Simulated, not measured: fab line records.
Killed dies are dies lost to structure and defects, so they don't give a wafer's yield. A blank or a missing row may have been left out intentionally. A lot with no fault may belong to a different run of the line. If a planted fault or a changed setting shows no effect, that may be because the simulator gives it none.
2 desks, one fault -- flow gf180mcu -- what lay behind the numbers comes last; until then each desk has only its own

## AT THE METROLOGY DESK
What the gauges read for every lot (on any tool): the sampled wafers with a number, averaged. A lot is out of limits, marked OUT, if its mean lies more than 4 standard deviations from the usual mean; the brackets give that distance.
Columns: A = cd-nm at GF_POLY_GATE_CD_MEAS_10, usual 280.3 nm; B = cd-nm at GF_POLY_GATE_CD_MEAS_18, usual 280.6 nm
lot,first seen here,A,B
L229,day 9 13:05,280.0,280.0
L230,day 10 01:34,279.5,278.5
L231,day 10 05:58,282.0,280.9
L232,day 10 16:05,281.0,280.8
L233,day 10 22:22,279.8,281.1
L234,day 11 06:14,280.4,281.1
L235,day 11 15:44,278.8,279.0
L237,day 12 04:29,281.4,281.7
L239,day 12 20:31,293.8 (+12) OUT,294.7 (+5.9) OUT
L242,day 13 17:38,293.4 (+12) OUT,295.4 (+6.2) OUT
L245,day 14 13:48,280.4,280.4
L246,day 14 22:01,279.8,279.3
L249,day 16 06:29,278.9,276.7
L250,day 16 08:27,279.4,278.7
Finding of this desk: L239, L242 out of limits; the first was L239 at day 12 20:31, on cd-nm at GF_POLY_GATE_CD_MEAS_10. L229, L230, L231, L232, L233, L234, L235, L237, L245, L246, L249, L250: within limits.

## TOOL OWNER'S DESK, litho-track-01
The tool's own readings at GF_POLY_GATE_PEB_08 (peb time 90 s): means of the sampled wafers that have a number, for each lot that ran on this tool. A lot is out of limits, marked OUT, if its mean lies more than 4 standard deviations from the usual mean; the brackets give that distance.
Columns: A = heater-power-total-W at GF_POLY_GATE_PEB_08, usual 85.70 W
lot,first seen here,A
L232,day 10 15:46,85.70
L234,day 11 05:53,85.81
L235,day 11 15:25,85.73
L237,day 12 04:10,85.71
L239,day 12 20:10,98.90 (+99 or more) OUT
L242,day 13 17:19,98.90 (+99 or more) OUT
L249,day 16 06:08,85.76
Finding of this desk: L239, L242 out of limits; the first was L239 at day 12 20:10, on heater-power-total-W at GF_POLY_GATE_PEB_08. L232, L234, L235, L237, L249: within limits.

## TAKEN TOGETHER
An alarm could have come from the tool owner's desk at day 12 20:10, on L239, L242.
On L239, L242, the metrology desk was in a position to raise an alarm at day 12 20:31.
The lots listed all ran GF_POLY_GATE_PEB_08 on litho-track-01.

## WHAT HAD BEEN PUT IN BY THE SIMULATOR
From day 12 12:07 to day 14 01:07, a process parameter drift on litho-track-01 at GF_POLY_GATE_PEB_08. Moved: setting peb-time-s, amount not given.
Lots struck among those shown: L239, L242.
Delay (hours) between the fault's onset and each desk's first out-of-limits reading: 8 at the tool owner's desk, 8 at the metrology desk.
